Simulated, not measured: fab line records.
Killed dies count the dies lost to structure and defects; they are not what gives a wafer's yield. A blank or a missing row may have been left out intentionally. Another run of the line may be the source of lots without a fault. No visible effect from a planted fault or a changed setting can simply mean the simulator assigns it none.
The tool behind it: which one?	flow sky130	Sampling: 10 lots, 30 wafers, 2 of 708 route steps

## WHAT THE GAUGES SHOWED, per wafer
SKY_VIA1_THK_MEAS_01.
lot	measured	on	VIA1_HDPCVD_THK (nm)
L448	day 33 04:58	film-metro-04	1027 1019 1015
L458	day 36 18:22	film-metro-01	1019 1030 1017
L459	day 36 23:50	film-metro-01	1020 1032 1026
L460	day 37 09:41	film-metro-03	1032 1024 1042
L461	day 37 11:35	film-metro-04	1045 1046 1039
L463	day 38 07:25	film-metro-04	1037 1047 1028
L464	day 38 17:03	film-metro-04	1034 1045 1043
L465	day 38 21:12	film-metro-03	1027 1030 1009
L466	day 39 05:25	film-metro-04	1028 1043 1040
L468	day 39 16:47	film-metro-04	1015 1007 1017

## WHICH TOOL RAN EACH LOT (tool, then ch and the chambers of the sampled wafers, then the start)
lot	SKY_METAL1_STRIP_20
L448	plasma-asher-03 ch 1, day 33 04:14
L458	plasma-asher-02 ch 0,1, day 36 17:40
L459	plasma-asher-02 ch 0,1, day 36 23:07
L460	plasma-asher-02 ch 0,1, day 37 08:58
L461	plasma-asher-02 ch 0,1, day 37 10:52
L463	plasma-asher-02 ch 0,1, day 38 06:38
L464	plasma-asher-02 ch 1, day 38 16:20
L465	plasma-asher-04 ch 0,1, day 38 20:29
L466	plasma-asher-04 ch 1, day 39 04:38
L468	plasma-asher-03 ch 0,1, day 39 16:04
- SKY_METAL1_STRIP_20: strips in O2/N2.

## THE ANSWER, worked out from the rows above alone
Rule: usual is defined by the lots themselves. Put in order of their means at a reading, lots are off if they are a third of the lots or fewer, leave a main group of 4 or more, and stand apart from it by a gap of 3 or more times the standard deviation of the main group's means; of several such gaps the widest counts. The tables above print the reading to a certain number of digits; a main group whose means all agree to those digits is not used. A lot without any number at a reading at which 4 lots or more have one is off too. Where the step has rows for the other lots, those lots are counted as sound.
Across all readings shown, no lot is off: no conclusion can be drawn from this.

## WHAT THE SIMULATOR HAD PUT IN
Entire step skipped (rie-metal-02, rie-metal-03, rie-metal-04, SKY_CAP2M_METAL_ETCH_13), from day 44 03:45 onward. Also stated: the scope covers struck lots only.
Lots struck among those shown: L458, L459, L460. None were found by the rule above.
